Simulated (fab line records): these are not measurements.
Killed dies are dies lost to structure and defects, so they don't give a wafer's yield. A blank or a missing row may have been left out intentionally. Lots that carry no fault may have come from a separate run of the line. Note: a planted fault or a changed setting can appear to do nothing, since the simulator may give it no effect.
A single fault, viewed from 2 desks | flow sky130 | numbers are kept per desk, each desk with only its own; the story behind them comes last

FOR THE TOOL OWNER'S DESK: pvd-sputter-01
The tool's own readings at SKY_CAPM_SPUTTER_02 (material TiN, target thk 200 nm, time 166.7 s): means of the sampled wafers that have a number, for each lot that ran on this tool. If a lot's mean is further than 4 standard deviations from the usual mean, the lot is out of limits and carries the mark OUT (the distance appears in the brackets).
Columns: A = cathode-dc-power-W at SKY_CAPM_SPUTTER_02, usual 6500.3 W; B = throttle-valve-pct at SKY_CAPM_SPUTTER_02, usual 30.2 %
lot  | first seen here | A                        | B
L707 | day 37 06:39    | 6499.6                   | 29.1
L710 | day 38 10:59    | 6501.5                   | 30.5
L711 | day 38 16:00    | 6500.2                   | 31.2
L717 | day 40 01:37    | 6769.5 (+99 or more) OUT | 29.9
This desk's finding: out of limits on L717; first on L717, day 40 01:37 (cathode-dc-power-W at SKY_CAPM_SPUTTER_02). L707, L710, L711 stayed within limits.

AT THE METROLOGY DESK
What the gauges read, lot by lot, whatever tool the lot ran on: means of the sampled wafers that have a number. If a lot's mean is further than 4 standard deviations from the usual mean, the lot is out of limits and carries the mark OUT (the distance appears in the brackets).
Columns: A = VIA1_OVL at SKY_VIA1_OVL_MEAS_13, usual 4 nm; B = CAPM_TIN_RS at SKY_CAPM_RS_MEAS_03, usual 6.89 ohm/sq; C = CAPM_TIN_THK at SKY_CAPM_THK_MEAS_04, usual 200.6 nm
lot  | first seen here | A  | B               | C
L707 | day 34 22:55    | -0 | 6.89            | 201.9
L709 | day 36 01:16    | 4  | 6.86            | 199.7
L710 | day 36 02:47    | 7  | 6.80            | 201.3
L711 | day 36 08:43    | 10 | 6.93            | 197.9
L712 | day 36 12:13    | 4  | 6.97            | 197.0
L715 | day 37 11:28    | 9  | 6.91            | 202.1
L717 | day 37 18:35    | 7  | 6.61 (-4.5) OUT | 209.2
L723 | day 40 04:22    | 2  | 7.01            | 195.6
L724 | day 40 19:06    | 6  | 6.90            | 200.5
L725 | day 40 23:31    | 7  | 6.93            | 199.9
This desk reports L717 out of limits; the earliest was L717 at day 40 01:43 (CAPM_TIN_RS at SKY_CAPM_RS_MEAS_03). L707, L709, L710, L711, L712, L715, L723, L724, L725 stayed within limits.

TAKEN TOGETHER
On L717, at day 40 01:37, an alarm was possible from the tool owner's desk.
At day 40 01:43 the metrology desk could have sounded an alarm, on L717.
Of the lots named, all ran SKY_CAPM_SPUTTER_02 on pvd-sputter-01.

WHAT HAD BEEN PUT IN BY THE SIMULATOR
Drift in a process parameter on pvd-sputter-01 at SKY_CAPM_SPUTTER_02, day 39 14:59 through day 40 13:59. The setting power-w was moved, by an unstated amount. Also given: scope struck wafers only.
Shown lots that were struck: L717.
Delay (hours) between the fault's onset and each desk's first out-of-limits reading: 11 at the tool owner's desk, 11 at the metrology desk.
